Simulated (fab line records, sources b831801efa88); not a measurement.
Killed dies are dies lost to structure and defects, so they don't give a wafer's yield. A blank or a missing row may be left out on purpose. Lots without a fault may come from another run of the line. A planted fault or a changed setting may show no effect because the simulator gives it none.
Which tool did it? | flow sky130 | 24 lots, 72 wafers sampled, at 6 steps of a route of 708

WHAT THE GAUGES READ, wafer by wafer
SKY_VT_ADJUST_HVTP_CD_MEAS_07: target cd 380 nm.
lot  | measured     | on        | cd_nm (nm)
L074 | day 6 02:16  | cd_sem-01 | 379.9 379.2 381.8
L075 | day 6 08:22  | cd_sem-01 | 384.6 383.7 385.5
L076 | day 6 12:09  | cd_sem-01 | 382.9 384.1 382.2
L077 | day 6 15:34  | cd_sem-01 | 385.1 386.6 383.6
L078 | day 7 00:31  | cd_sem-02 | 379.4 379.3 381.2
L079 | day 7 08:50  | cd_sem-02 | 383.1 381.7 381.6
L080 | day 7 14:48  | cd_sem-01 | 376.0 377.6 378.7
L081 | day 7 23:47  | cd_sem-02 | 379.1 383.8 381.1
L082 | day 8 04:22  | cd_sem-02 | 377.2 374.9 375.8
L083 | day 8 10:35  | cd_sem-02 | 378.4 381.3 378.4
L084 | day 8 13:19  | cd_sem-02 | 380.4 378.9 378.2
L085 | day 9 00:37  | cd_sem-01 | 385.3 382.0 381.2
L086 | day 9 07:20  | cd_sem-02 | 379.7 380.3 381.8
L087 | day 9 10:56  | cd_sem-02 | 378.9 377.1 378.0
L088 | day 9 20:39  | cd_sem-02 | 376.9 378.7 378.3
L089 | day 10 04:29 | cd_sem-02 | 381.9 382.0 383.8
L090 | day 10 09:14 | cd_sem-01 | 381.8 379.0 379.4
L091 | day 10 14:02 | cd_sem-02 | 375.9 375.9 377.1
L092 | day 10 20:40 | cd_sem-02 | 383.7 383.4 382.6
L093 | day 11 06:19 | cd_sem-01 | 379.5 383.4 380.6
L094 | day 11 11:10 | cd_sem-01 | 383.2 379.7 380.9
L095 | day 11 17:56 | cd_sem-02 | 382.1 380.4 380.3
L096 | day 12 00:08 | cd_sem-01 | 382.5 383.3 384.2
L097 | day 12 01:58 | cd_sem-01 | 378.4 381.0 380.5

SKY_LOCAL_INTERCONNECT_CD_MEAS_11: target cd 170 nm.
lot  | measured     | on        | cd_nm (nm)
L074 | day 29 23:14 | cd_sem-01 | 171.5 172.1 171.6
L075 | day 30 10:40 | cd_sem-02 | 169.4 169.1 170.5
L076 | day 30 15:57 | cd_sem-01 | 168.8 168.0 170.0
L077 | day 30 23:42 | cd_sem-02 | 166.0 166.7 166.4
L078 | day 31 10:29 | cd_sem-02 | 169.5 169.8 170.6
L079 | day 32 02:52 | cd_sem-01 | 168.4 168.8 167.6
L080 | day 33 05:46 | cd_sem-02 | 164.5 165.1 164.9
L081 | day 33 09:13 | cd_sem-02 | 170.9 170.2 172.0
L082 | day 33 02:44 | cd_sem-01 | 171.7 172.0 171.7
L083 | day 33 11:23 | cd_sem-01 | 171.4 170.1 171.8
L084 | day 33 21:58 | cd_sem-02 | 168.2 166.6 168.1
L085 | day 34 05:02 | cd_sem-01 | 168.3 168.0 169.0
L086 | day 34 13:07 | cd_sem-02 | 171.4 171.2 171.2
L087 | day 34 14:44 | cd_sem-02 | 168.3 167.9 169.8
L088 | day 35 05:40 | cd_sem-02 | 169.1 168.0 167.5
L089 | day 35 12:10 | cd_sem-01 | 171.5 169.0 168.8
L090 | day 35 15:13 | cd_sem-02 | 169.8 169.3 170.6
L091 | day 35 23:44 | cd_sem-01 | 170.2 170.5 169.0
L092 | day 36 10:56 | cd_sem-01 | 168.3 169.1 166.0
L093 | day 36 19:22 | cd_sem-02 | 168.2 169.6 170.0
L094 | day 37 03:13 | cd_sem-01 | 169.3 168.8 170.5
L095 | day 37 07:55 | cd_sem-02 | 170.1 169.8 170.0
L096 | day 37 08:22 | cd_sem-01 | 167.1 168.2 167.2
L097 | day 37 11:47 | cd_sem-02 | 169.1 169.1 170.2

SKY_CONTACT_THK_MEAS_01.
lot  | measured     | on            | CONTACT_CVD_00_THK (nm)
L074 | day 30 00:08 | film_metro-01 | 74.9 76.9 77.2
L075 | day 30 11:36 | film_metro-03 | 73.4 74.9 75.9
L076 | day 30 16:51 | film_metro-04 | 75.6 75.7 75.4
L077 | day 31 00:54 | film_metro-03 | 76.9 75.5 75.6
L078 | day 31 11:22 | film_metro-03 | 75.5 75.7 76.2
L079 | day 32 03:50 | film_metro-04 | 74.7 73.7 75.3
L080 | day 33 07:05 | film_metro-01 | 75.8 74.6 75.7
L081 | day 33 10:13 | film_metro-03 | 75.4 75.8 76.4
L082 | day 33 03:43 | film_metro-04 | 73.4 73.2 74.5
L083 | day 33 12:20 | film_metro-04 | 74.7 77.0 76.1
L084 | day 33 22:56 | film_metro-03 | 73.6 74.8 75.5
L085 | day 34 06:04 | film_metro-03 | 74.9 75.1 75.0
L086 | day 34 14:06 | film_metro-03 | 74.2 74.0 74.8
L087 | day 34 15:36 | film_metro-03 | 76.2 75.8 76.0
L088 | day 35 06:41 | film_metro-04 | 76.4 76.5 76.4
L089 | day 35 13:12 | film_metro-01 | 75.6 75.0 76.9
L090 | day 35 16:07 | film_metro-04 | 75.2 73.4 75.0
L091 | day 36 00:39 | film_metro-01 | 74.1 75.4 75.9
L092 | day 36 12:21 | film_metro-03 | 75.7 76.1 76.3
L093 | day 36 20:20 | film_metro-03 | 74.7 76.2 76.1
L094 | day 37 04:38 | film_metro-01 | 74.0 74.3 74.4
L095 | day 37 09:01 | film_metro-03 | 74.5 74.9 74.3
L096 | day 37 09:26 | film_metro-03 | 75.0 76.1 75.3
L097 | day 37 13:05 | film_metro-01 | 74.7 74.9 75.9

SKY_CAP2M_THK_MEAS_04: measures by xrf.
lot  | measured     | on            | CAP2M_TIN_THK (nm)
L074 | day 39 10:22 | film_metro-04 | 194.6 196.9 195.3
L075 | day 39 16:43 | film_metro-04 | 199.3 201.2 199.0
L076 | day 40 00:47 | film_metro-04 | 199.4 196.4 195.6
L077 | day 40 07:31 | film_metro-03 | 197.8 198.1 197.3
L078 | day 40 15:37 | film_metro-02 | 199.2 198.0 198.0
L079 | day 41 07:35 | film_metro-03 | 195.7 196.5 196.6
L080 | day 42 07:58 | film_metro-02 | 198.4 200.7 201.4
L081 | day 42 10:31 | film_metro-04 | 198.0 197.9 197.2
L082 | day 42 06:56 | film_metro-02 | 196.9 198.1 197.5
L083 | day 42 12:54 | film_metro-03 | 198.4 198.5 200.7
L084 | day 42 19:43 | film_metro-04 | 203.9 202.3 202.8
L085 | day 43 02:49 | film_metro-02 | 200.2 199.4 200.9
L086 | day 43 11:22 | film_metro-03 | 202.2 203.8 202.2
L087 | day 43 11:59 | film_metro-03 | 195.5 196.7 195.4
L088 | day 43 23:03 | film_metro-03 | 198.6 196.7 199.9
L089 | day 44 05:49 | film_metro-03 | 197.7 197.7 194.7
L090 | day 44 06:43 | film_metro-03 | 198.8 197.0 195.5
L091 | day 44 15:49 | film_metro-03 | 200.8 199.5 199.7
L092 | day 45 01:56 | film_metro-02 | 198.6 197.2 198.8
L093 | day 45 05:56 | film_metro-03 | 197.6 196.8 196.2
L094 | day 45 14:37 | film_metro-03 | 194.6 196.2 195.0
L095 | day 45 19:24 | film_metro-04 | 197.9 200.2 199.5
L096 | day 45 19:26 | film_metro-03 | 196.8 197.3 197.7
L097 | day 45 21:46 | film_metro-02 | 196.0 199.0 198.1

WHICH TOOL RAN EACH LOT (tool, then ch and the chambers of the sampled wafers, then the start)
lot  | SKY_VIA1_CMP_24               | SKY_CAPM_STRIP_14
L074 | cmp-02 ch 1,2,3, day 33 16:14 | plasma_asher-02 ch 0,1, day 37 02:41
L075 | cmp-01 ch 0,3, day 34 01:49   | plasma_asher-03 ch 0,1, day 37 11:08
L076 | cmp-01 ch 0,2,3, day 34 07:58 | plasma_asher-02 ch 0,1, day 37 17:53
L077 | cmp-01 ch 0,1,2, day 34 15:44 | plasma_asher-02 ch 0,1, day 38 01:04
L078 | cmp-02 ch 0,3, day 35 01:22   | plasma_asher-03 ch 0,1, day 38 10:14
L079 | cmp-01 ch 1,2,3, day 35 18:06 | plasma_asher-03 ch 0,1, day 39 03:21
L080 | cmp-02 ch 0,1,3, day 36 19:16 | plasma_asher-01 ch 0,1, day 40 02:29
L081 | cmp-01 ch 0,1,3, day 36 23:12 | plasma_asher-01 ch 0,1, day 40 06:20
L082 | cmp-01 ch 2,3, day 36 19:14   | plasma_asher-02 ch 0,1, day 40 03:05
L083 | cmp-01 ch 0,1,3, day 37 01:53 | plasma_asher-02 ch 1, day 40 08:50
L084 | cmp-02 ch 0,2,3, day 37 08:43 | plasma_asher-02 ch 0,1, day 40 15:50
L085 | cmp-02 ch 0,2,3, day 37 16:28 | plasma_asher-02 ch 0,1, day 40 23:10
L086 | cmp-01 ch 0,1,3, day 38 01:14 | plasma_asher-01 ch 0,1, day 41 08:08
L087 | cmp-01 ch 0,3, day 38 02:44   | plasma_asher-02 ch 0,1, day 41 08:41
L088 | cmp-01 ch 0,1, day 38 15:17   | plasma_asher-01 ch 0,1, day 41 21:43
L089 | cmp-02 ch 1,2, day 38 23:37   | plasma_asher-02 ch 0,1, day 42 04:20
L090 | cmp-02 ch 1,3, day 39 01:35   | plasma_asher-01 ch 0,1, day 42 05:41
L091 | cmp-02 ch 0,2,3, day 39 10:55 | plasma_asher-01 ch 0,1, day 42 15:08
L092 | cmp-01 ch 0,1,2, day 39 21:24 | plasma_asher-01 ch 0,1, day 43 00:35
L093 | cmp-02 ch 0,1,2, day 40 03:59 | plasma_asher-03 ch 0, day 43 05:53
L094 | cmp-02 ch 1,2, day 40 12:56   | plasma_asher-03 ch 1, day 43 14:50
L095 | cmp-01 ch 1,2,3, day 40 16:12 | plasma_asher-01 ch 0,1, day 43 19:14
L096 | cmp-01 ch 0,2,3, day 40 17:22 | plasma_asher-02 ch 0, day 43 19:55
L097 | cmp-01 ch 0,2, day 40 19:52   | plasma_asher-01 ch 0,1, day 43 22:29
- SKY_VIA1_CMP_24: polishes, stops on SiO2, t overpolish 15 s, target thk 0 nm.
- SKY_CAPM_STRIP_14: strips in O2/N2.

WHAT THE TOOLS THEMSELVES READ (means of the sampled wafers that have a number; where no wafer has one, the mark that the record gives instead)
SKY_VIA1_CMP_24.
lot  | tool   | edge_zone_pressure_frac | motor_current_A (A) | overpolish_run_s (s) | time_to_endpoint_s (s)
L074 | cmp-02 | 0.999                   | 11.1                | 15.005               | 64.7
L075 | cmp-01 | 0.995                   | 10.4                | 15.009               | 64.7
L076 | cmp-01 | 1.000                   | 9.7                 | 15.004               | 68.0
L077 | cmp-01 | 0.999                   | 10.5                | 15.002               | 64.6
L078 | cmp-02 | 1.002                   | 10.3                | 15.002               | 61.6
L079 | cmp-01 | 0.995                   | 10.8                | 15.009               | 60.4
L080 | cmp-02 | 1.001                   | 10.8                | 15.003               | 63.6
L081 | cmp-01 | 0.999                   | 11.2                | 15.005               | 64.8
L082 | cmp-01 | 0.999                   | 9.7                 | 15.000               | 60.8
L083 | cmp-01 | 1.003                   | 11.2                | 15.010               | 63.8
L084 | cmp-02 | 0.997                   | 10.6                | 14.997               | 62.3
L085 | cmp-02 | 1.002                   | 10.3                | 15.011               | 63.8
L086 | cmp-01 | 0.996                   | 10.5                | 15.008               | 62.7
L087 | cmp-01 | 1.002                   | 9.9                 | 15.006               | 64.2
L088 | cmp-01 | 1.000                   | 10.2                | 15.009               | 61.1
L089 | cmp-02 | 1.005                   | 12.1                | 15.001               | 66.9
L090 | cmp-02 | 1.000                   | 11.6                | 14.998               | 68.1
L091 | cmp-02 | 1.003                   | 10.6                | 14.994               | 65.7
L092 | cmp-01 | 1.001                   | 10.2                | 15.003               | 65.5
L093 | cmp-02 | 0.999                   | 11.5                | 14.999               | 66.7
L094 | cmp-02 | 1.001                   | 12.2                | 14.996               | 64.2
L095 | cmp-01 | 1.003                   | 11.1                | 15.005               | 66.2
L096 | cmp-01 | 0.997                   | 9.6                 | 14.997               | 65.6
L097 | cmp-01 | 1.003                   | 9.0                 | 15.004               | 64.1

SKY_CAPM_STRIP_14.
lot  | tool            | drypump_motor_current_A (A) | oes_product_au (a.u.) | strip_time_to_endpoint_s (s)
L074 | plasma_asher-02 | 5.62                        | 0.708                 | 12.63
L075 | plasma_asher-03 | 5.63                        | 0.712                 | 12.68
L076 | plasma_asher-02 | 5.61                        | 0.713                 | 12.61
L077 | plasma_asher-02 | 5.61                        | 0.713                 | 12.65
L078 | plasma_asher-03 | 5.58                        | 0.714                 | 12.65
L079 | plasma_asher-03 | 5.55                        | 0.710                 | 12.67
L080 | plasma_asher-01 | 5.40                        | 0.710                 | 12.70
L081 | plasma_asher-01 | 5.39                        | 0.708                 | 12.71
L082 | plasma_asher-02 | 5.35                        | 0.710                 | 12.64
L083 | plasma_asher-02 | 5.09                        | 0.711                 | 12.60
L084 | plasma_asher-02 | 5.61                        | 0.716                 | 12.68
L085 | plasma_asher-02 | 5.63                        | 0.710                 | 12.64
L086 | plasma_asher-01 | 5.39                        | 0.710                 | 12.66
L087 | plasma_asher-02 | 5.62                        | 0.712                 | 12.70
L088 | plasma_asher-01 | 5.48                        | 0.710                 | 12.67
L089 | plasma_asher-02 | 5.61                        | 0.711                 | 12.66
L090 | plasma_asher-01 | 5.46                        | 0.712                 | 12.68
L091 | plasma_asher-01 | 5.39                        | 0.713                 | 12.66
L092 | plasma_asher-01 | 5.39                        | 0.714                 | 12.69
L093 | plasma_asher-03 | 5.72                        | 0.714                 | 12.69
L094 | plasma_asher-03 | 5.47                        | 0.715                 | 12.67
L095 | plasma_asher-01 | 5.37                        | 0.708                 | 12.64
L096 | plasma_asher-02 | 5.87                        | 0.714                 | 12.72
L097 | plasma_asher-01 | 5.38                        | 0.712                 | 12.60

THE ANSWER, worked out from the rows above alone
Rule: what is usual is taken from the lots themselves. Put in order of their means at a reading, lots are off if they are a third of the lots or fewer, leave a main group of 4 or more, and stand apart from it by a gap of 3 or more times the standard deviation of the main group's means; of several such gaps the widest counts. A main group whose means are all the same, to the digits that the tables above print for the reading, isn't used. A lot without any number at a reading at which 4 lots or more have one is off too. The other lots that the step has rows for count as sound. The gauges are gone through in route order, then the tools' own readings, and for those a lot's mean is taken as printed above. The first step at which some lot is off is used, and at that step the reading that is off furthest; a lot without a number counts as furthest.
No lot is off at any reading shown: from this, nothing can be told.

WHAT THE SIMULATOR HAD PUT IN
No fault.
